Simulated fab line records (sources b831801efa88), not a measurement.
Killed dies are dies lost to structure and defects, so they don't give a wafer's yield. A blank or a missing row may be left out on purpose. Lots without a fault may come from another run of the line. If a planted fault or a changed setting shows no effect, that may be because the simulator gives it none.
Problem report in the 8D (eight disciplines) form, filled by code || flow sky130 || the parts of the form that need people (team, actions taken, sign-off) are left out

1. WHAT IS WRONG
Wafers without a fault read 19.999 s, standard deviation 0.01; overpolish-run-s at SKY_VIA2_CMP_24 reads a mean of 22.474 s on 6 wafers belonging to 2 lots. So: +99 or more standard deviations from the usual mean.
The step: polishes, stops on SiO2, t overpolish 20 s, target thk 0 nm.
The first sign was on wafer L339.3 at day 39 10:11, on cmp-02. The record holds 36 wafers of 12 lots with a number at this step. The rule behind "out" and "out of limits": a value lying over 4 standard deviations away from the usual mean. All remaining wafers that have a number are taken as sound.

2. WHAT IT IS AND WHAT IT IS NOT
{"question": "which readings at this step", "is": "overpolish-run-s", "is not": "head-pressure-psi"}
{"question": "which lots", "is": "L339, L342", "is not": "L331, L332, L335, L337, L338, L340, L348, L349, L350, L351"}
{"question": "which wafers of those lots", "is": "all that have a number", "is not": "-"}
{"question": "read on which tools", "is": "cmp-02", "is not": "cmp-01"}
{"question": "when", "is": "from day 39 10:11", "is not": "up to then (15 sound wafers); but 15 sound wafers of L340, L348, L349, L350, L351 came after"}

3. THE SUSPECTS, EACH WITH WHAT RULES IT OUT
Counting: a tool stays on the suspect list if, at a process step up to the reading, it processed all lots that are out and no sound lot following the first of them.
- cmp-02 at SKY_VIA2_CMP_24 (polishes, stops on SiO2, t overpolish 20 s, target thk 0 nm): ruled out as a lasting fault. After its first lot that is out, L339 (day 39 10:11), sound lots L348, L350 ran on it.
Left after counting: nothing in the record.

4. THE CAUSE (what the simulator had put in)
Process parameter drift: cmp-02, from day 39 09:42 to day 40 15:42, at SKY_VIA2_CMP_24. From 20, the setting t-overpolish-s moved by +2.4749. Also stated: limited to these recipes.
Counting ruled it out, wrongly.

5. THE CHAIN OF EFFECTS, in route order
Each row: a reading whose mean over the struck wafers that have a number lies more than 3 standard deviations from the usual. Only readings whose record carries a usual standard deviation are examined. hours: median over the lots of the time between each lot's start at the first step of this table that gives one and its start at this step. sigmas: the change, counted in usual standard deviations.
{"hours": 0, "step": "SKY_VIA2_CMP_24", "reading": "overpolish-run-s", "usual": "19.999 s", "on struck wafers": 22.474, "change": "+2.476", "sigmas": "+99 or more"}
Here are the process steps it includes:
- SKY_VIA2_CMP_24: polishes, stops on SiO2, t overpolish 20 s, target thk 0 nm.

6. HOW IT WOULD HAVE BEEN CAUGHT EARLIER
The fault began at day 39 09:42; the first out-of-limits reading in this record came at day 39 10:11, 0 hours later.
